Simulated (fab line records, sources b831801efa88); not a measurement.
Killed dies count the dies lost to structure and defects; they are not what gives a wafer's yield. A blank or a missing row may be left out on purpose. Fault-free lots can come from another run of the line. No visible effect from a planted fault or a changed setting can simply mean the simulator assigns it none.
Which tool is to blame? -- flow sky130 -- 24 lots with 72 wafers sampled at 6 steps, on a route of 708 steps

== WHAT EACH GAUGE READ, for each wafer ==
SKY_POLY_GATE_THK_MEAS_04. Usual: POLY_GATE_CVD_03_THK gives 75.3 nm (standard deviation 0.73).
lot,measured,on,POLY_GATE_CVD_03_THK (nm),flag
L074,day 15 07:04,film_metro-03,74.4 74.2 73.8,
L075,day 15 11:28,film_metro-02,74.6 75.1 75.3,
L076,day 15 20:32,film_metro-03,74.8 75.5 74.3,
L077,day 16 14:50,film_metro-02,75.4 75.4 75.7,
L078,day 16 23:43,film_metro-02,75.7 75.2 75.7,
L079,day 17 08:23,film_metro-01,75.7 76.1 76.2,
L080,day 17 15:34,film_metro-02,75.0 75.1 74.2,
L081,day 18 03:58,film_metro-01,76.4 75.2 75.7,
L082,day 18 14:04,film_metro-03,75.0 76.0 75.2,
L083,day 18 18:56,film_metro-02,75.9 75.9 76.1,
L084,day 19 00:47,film_metro-02,75.0 75.0 74.7,
L085,day 19 15:23,film_metro-02,75.7 76.0 75.8,
L086,day 20 02:13,film_metro-01,77.1 76.4 77.8,
L087,day 20 06:11,film_metro-03,75.9 76.3 75.9,
L089,day 20 15:35,film_metro-03,75.3 74.8 74.4,
L088,day 20 16:56,film_metro-01,76.6 76.4 76.0,
L090,day 20 23:57,film_metro-03,75.4 74.8 75.6,
L091,day 21 18:56,film_metro-02,74.7 73.8 74.9,
L092,day 22 04:15,film_metro-01,76.1 75.1 75.7,
L093,day 22 05:35,film_metro-01,74.7 75.1 74.5,
L094,day 22 14:54,film_metro-01,75.0 75.3 74.5,
L095,day 22 20:52,film_metro-03,74.1 74.2 74.8,
L096,day 23 09:46,film_metro-03,75.1 74.7 74.2,
L097,day 23 14:14,film_metro-02,75.1 75.2 75.4,

SKY_LI_CONTACT_THK_MEAS_23: measures by xrf. Usual: LI_CONTACT_W_THK gives 399 nm (standard deviation 4.6).
lot,measured,on,LI_CONTACT_W_THK (nm),flag
L074,day 29 11:25,film_metro-02,403 399 402,
L075,day 29 15:50,film_metro-01,390 400 395,
L076,day 30 03:56,film_metro-02,403 402 398,
L077,day 30 20:49,film_metro-01,394 397 394,
L078,day 31 06:52,film_metro-03,400 396 398,
L079,day 31 13:02,film_metro-03,397 403 402,
L080,day 32 01:38,film_metro-02,402 398 399,
L081,day 32 11:45,film_metro-03,402 401 399,
L082,day 32 19:10,film_metro-02,399 406 400,
L083,day 33 01:16,film_metro-03,407 400 401,
L084,day 33 02:06,film_metro-01,400 395 394,
L085,day 33 16:17,film_metro-02,404 397 403,
L086,day 34 00:58,film_metro-03,404 403 403,
L087,day 34 04:32,film_metro-02,406 399 391,
L089,day 34 12:59,film_metro-02,396 393 400,
L088,day 34 13:52,film_metro-01,396 403 399,
L090,day 34 19:29,film_metro-01,401 402 402,
L091,day 35 10:33,film_metro-01,394 403 399,
L092,day 35 18:50,film_metro-02,401 402 405,
L093,day 35 20:41,film_metro-01,404 398 405,
L094,day 36 04:31,film_metro-01,389 394 394,
L095,day 36 10:58,film_metro-01,395 395 395,
L096,day 36 20:01,film_metro-01,391 392 389,
L097,day 37 00:47,film_metro-02,400 405 401,

SKY_METAL2_OVL_MEAS_16. Usual: METAL2_OVL gives -6 nm (standard deviation 5.9).
lot,measured,on,METAL2_OVL (nm),flag
L074,day 35 10:58,overlay-02,-6 1 -6,
L075,day 35 18:51,overlay-01,-6 -12 -9,
L076,day 36 04:01,overlay-01,-17 -5 -11,
L077,day 36 20:30,overlay-01,-2 -8 -7,
L078,day 37 04:23,overlay-01,-7 -5 -9,
L079,day 37 09:40,overlay-02,-6 -7 -15,
L080,day 37 23:53,overlay-02,-4 -11 -10,
L081,day 38 08:17,overlay-02,-8 -4 -7,
L082,day 38 15:23,overlay-02,-3 -17 -1,
L083,day 38 19:06,overlay-01,-2 4 1,
L084,day 38 19:32,overlay-02,5 -2 1,
L085,day 39 08:31,overlay-01,-15 -11 -11,
L086,day 39 17:27,overlay-01,4 -2 2,
L087,day 39 20:09,overlay-02,1 -12 0,
L089,day 40 03:47,overlay-02,-4 -16 -4,
L088,day 40 05:08,overlay-02,-9 -9 -3,
L090,day 40 11:17,overlay-02,-18 -13 -19,
L091,day 41 02:35,overlay-01,-3 -8 -12,
L092,day 41 07:57,overlay-01,-15 -5 -10,
L093,day 41 09:50,overlay-02,3 -3 11,
L094,day 41 17:53,overlay-01,-6 -14 -9,
L095,day 41 23:07,overlay-02,-11 -13 -14,
L096,day 42 06:55,overlay-01,-9 1 -8,
L097,day 42 11:34,overlay-01,-7 -7 -10,

== EACH LOT AND THE TOOL THAT RAN IT (in order: tool; ch and the chambers of the sampled wafers; start) ==
lot,SKY_LI_CONTACT_CMP_24,SKY_METAL1_DESCUM_17,SKY_METAL2_SPUTTER_02
L074,"cmp-01 ch 0,1,2, day 29 11:28","rie_metal-04 ch 0,1, day 33 02:49","pvd_sputter-04, day 34 07:26"
L075,"cmp-02 ch 1,2,3, day 29 15:58","rie_metal-03 ch 0,1, day 33 10:50","pvd_sputter-02, day 34 15:58"
L076,"cmp-02 ch 0,1,2, day 30 03:59","rie_metal-02 ch 0,1, day 33 19:49","pvd_sputter-04, day 35 01:22"
L077,"cmp-01 ch 1,2,3, day 30 20:53","rie_metal-04 ch 0,1, day 34 12:25","pvd_sputter-02, day 35 17:35"
L078,"cmp-01 ch 1,2, day 31 06:57","rie_metal-02 ch 0,1, day 34 20:25","pvd_sputter-02, day 36 02:04"
L079,"cmp-01 ch 1,2, day 31 13:06","rie_metal-02 ch 0,1, day 35 01:28","pvd_sputter-02, day 36 06:50"
L080,"cmp-01 ch 1,2,3, day 32 04:34","rie_metal-04 ch 0, day 35 16:49","pvd_sputter-03, day 36 21:44"
L081,"cmp-02 ch 0,1,2, day 32 11:57","rie_metal-03 ch 0,1, day 36 00:58","pvd_sputter-02, day 37 06:14"
L082,"cmp-02 ch 0,2,3, day 32 19:28","rie_metal-02 ch 1, day 36 07:58","pvd_sputter-04, day 37 12:38"
L083,"cmp-02 ch 0,1, day 33 01:23","rie_metal-02 ch 0,1, day 36 12:07","pvd_sputter-03, day 37 16:47"
L084,"cmp-02 ch 1,3, day 33 02:13","rie_metal-04 ch 0,1, day 36 13:04","pvd_sputter-02, day 37 17:56"
L085,"cmp-01 ch 1,2, day 33 16:21","rie_metal-04 ch 0,1, day 37 03:10","pvd_sputter-02, day 38 07:48"
L086,"cmp-02 ch 1,2,3, day 34 01:27","rie_metal-02 ch 0,1, day 37 11:25","pvd_sputter-03, day 38 15:54"
L087,"cmp-02 ch 0,1,3, day 34 04:40","rie_metal-03 ch 0,1, day 37 15:04","pvd_sputter-04, day 38 19:55"
L089,"cmp-01 ch 0,1,3, day 34 13:02","rie_metal-02 ch 0,1, day 37 22:13","pvd_sputter-03, day 39 03:05"
L088,"cmp-02 ch 0,1,3, day 34 13:58","rie_metal-04 ch 1, day 37 23:40","pvd_sputter-03, day 39 04:01"
L090,"cmp-01 ch 0,1, day 34 19:32","rie_metal-04 ch 1, day 38 06:19","pvd_sputter-02, day 39 10:19"
L091,"cmp-01 ch 2,3, day 35 10:36","rie_metal-03 ch 0, day 38 21:16","pvd_sputter-03, day 40 01:40"
L092,"cmp-01 ch 0,1, day 35 18:52","rie_metal-04 ch 0,1, day 39 03:16","pvd_sputter-04, day 40 07:07"
L093,"cmp-01 ch 0,1,2, day 35 20:47","rie_metal-03 ch 0,1, day 39 06:10","pvd_sputter-03, day 40 09:37"
L094,"cmp-02 ch 0,1,2, day 36 04:45","rie_metal-04 ch 0,1, day 39 13:19","pvd_sputter-02, day 40 17:06"
L095,"cmp-02 ch 2,3, day 36 11:01","rie_metal-02 ch 0,1, day 39 19:10","pvd_sputter-03, day 40 22:19"
L096,"cmp-02 ch 0,1,2, day 36 20:11","rie_metal-02 ch 0,1, day 40 03:28","pvd_sputter-03, day 41 06:13"
L097,"cmp-02 ch 0,2, day 37 00:55","rie_metal-02 ch 0,1, day 40 08:37","pvd_sputter-04, day 41 11:19"
- SKY_LI_CONTACT_CMP_24: polishes, stops on PSG, t overpolish 20 s, target thk 0 nm.
- SKY_METAL1_DESCUM_17: chemistry O2, time 8 s.
- SKY_METAL2_SPUTTER_02: material AlCu, target thk 250 nm, time 13.3 s.

== AS READ BY THE TOOLS THEMSELVES (means over the sampled wafers that have a number; for cases with no such wafer, the mark the record gives instead) ==
SKY_LI_CONTACT_CMP_24. Usual: motor_current_A 10.6 A, standard deviation 1.3; overpolish_run_s 20.000 s, standard deviation 0.009; time_to_endpoint_s 96 s, standard deviation 3.1.
lot,tool,motor_current_A (A),overpolish_run_s (s),time_to_endpoint_s (s),flag
L074,cmp-01,10.8,20.005,96,
L075,cmp-02,10.3,19.995,99,
L076,cmp-02,10.4,19.997,99,
L077,cmp-01,10.2,19.998,98,
L078,cmp-01,11.5,20.005,94,
L079,cmp-01,10.6,19.998,97,
L080,cmp-01,10.5,20.000,104,
L081,cmp-02,10.0,19.996,98,
L082,cmp-02,10.7,20.003,94,
L083,cmp-02,11.0,19.997,94,
L084,cmp-02,10.8,20.003,95,
L085,cmp-01,10.1,19.995,100,
L086,cmp-02,10.6,20.010,94,
L087,cmp-02,10.8,19.992,96,
L089,cmp-01,9.9,20.003,95,
L088,cmp-02,10.9,20.007,94,
L090,cmp-01,10.2,19.999,97,
L091,cmp-01,12.0,20.001,93,
L092,cmp-01,10.6,19.994,95,
L093,cmp-01,10.9,19.993,97,
L094,cmp-02,10.2,20.008,96,
L095,cmp-02,10.0,20.004,96,
L096,cmp-02,10.2,20.010,95,
L097,cmp-02,9.8,19.996,100,

SKY_METAL1_DESCUM_17. Usual: drypump_motor_current_A 5.7 A, standard deviation 0.67; he_backside_leak_sccm 3.27 sccm, standard deviation 0.18; oes_product_au 1.000 a.u., standard deviation 0.0077.
lot,tool,drypump_motor_current_A (A),he_backside_leak_sccm (sccm),oes_product_au (a.u.),flag
L074,rie_metal-04,5.4,3.32,1.002,
L075,rie_metal-03,6.0,3.12,0.999,
L076,rie_metal-02,5.9,3.35,1.007,
L077,rie_metal-04,5.8,3.30,0.993,
L078,rie_metal-02,5.3,3.20,0.997,
L079,rie_metal-02,5.9,3.36,1.001,
L080,rie_metal-04,5.1,3.09,1.007,
L081,rie_metal-03,6.1,3.15,0.992,
L082,rie_metal-02,6.5,3.49,1.005,
L083,rie_metal-02,5.9,3.17,1.009,
L084,rie_metal-04,5.4,3.33,1.003,
L085,rie_metal-04,5.7,3.39,0.999,
L086,rie_metal-02,5.3,3.27,1.002,
L087,rie_metal-03,6.1,3.18,0.994,
L089,rie_metal-02,5.3,3.17,0.994,
L088,rie_metal-04,6.0,3.37,1.001,
L090,rie_metal-04,6.0,3.36,0.999,
L091,rie_metal-03,5.9,2.95,0.998,
L092,rie_metal-04,5.4,3.33,0.994,
L093,rie_metal-03,6.1,3.28,0.995,
L094,rie_metal-04,5.4,3.24,0.995,
L095,rie_metal-02,5.3,3.23,0.992,
L096,rie_metal-02,5.3,3.28,0.998,
L097,rie_metal-02,5.9,3.26,1.002,

SKY_METAL2_SPUTTER_02. Usual: throttle_valve_pct 30.4 %, standard deviation 1.3.
lot,tool,throttle_valve_pct (%),flag
L074,pvd_sputter-04,30.0,
L075,pvd_sputter-02,30.9,
L076,pvd_sputter-04,29.9,
L077,pvd_sputter-02,30.3,
L078,pvd_sputter-02,30.9,
L079,pvd_sputter-02,31.1,
L080,pvd_sputter-03,30.3,
L081,pvd_sputter-02,31.9,
L082,pvd_sputter-04,29.8,
L083,pvd_sputter-03,30.4,
L084,pvd_sputter-02,29.2,
L085,pvd_sputter-02,31.5,
L086,pvd_sputter-03,30.1,
L087,pvd_sputter-04,30.0,
L089,pvd_sputter-03,29.9,
L088,pvd_sputter-03,29.8,
L090,pvd_sputter-02,30.1,
L091,pvd_sputter-03,29.7,
L092,pvd_sputter-04,30.0,
L093,pvd_sputter-03,29.8,
L094,pvd_sputter-02,29.9,
L095,pvd_sputter-03,30.4,
L096,pvd_sputter-03,30.0,
L097,pvd_sputter-04,29.5,

== THE ANSWER, worked out from the rows above alone ==
Rule: take the mean of a lot's wafers that have a number; if it is more than 3 standard deviations from the usual mean, the lot is off. Also off: a lot with no number at a reading for which 4 or more lots have one. Any other lot the step has rows for is counted as sound. The gauges are gone through in route order, then the tools' own readings, and for those a lot's mean is taken as printed above. At the first step where some lot is off, the reading lying furthest off is the one used; lots without a number count as furthest.
No lot is off at any reading shown: from this, nothing can be told.

== WHAT THE SIMULATOR HAD INSERTED ==
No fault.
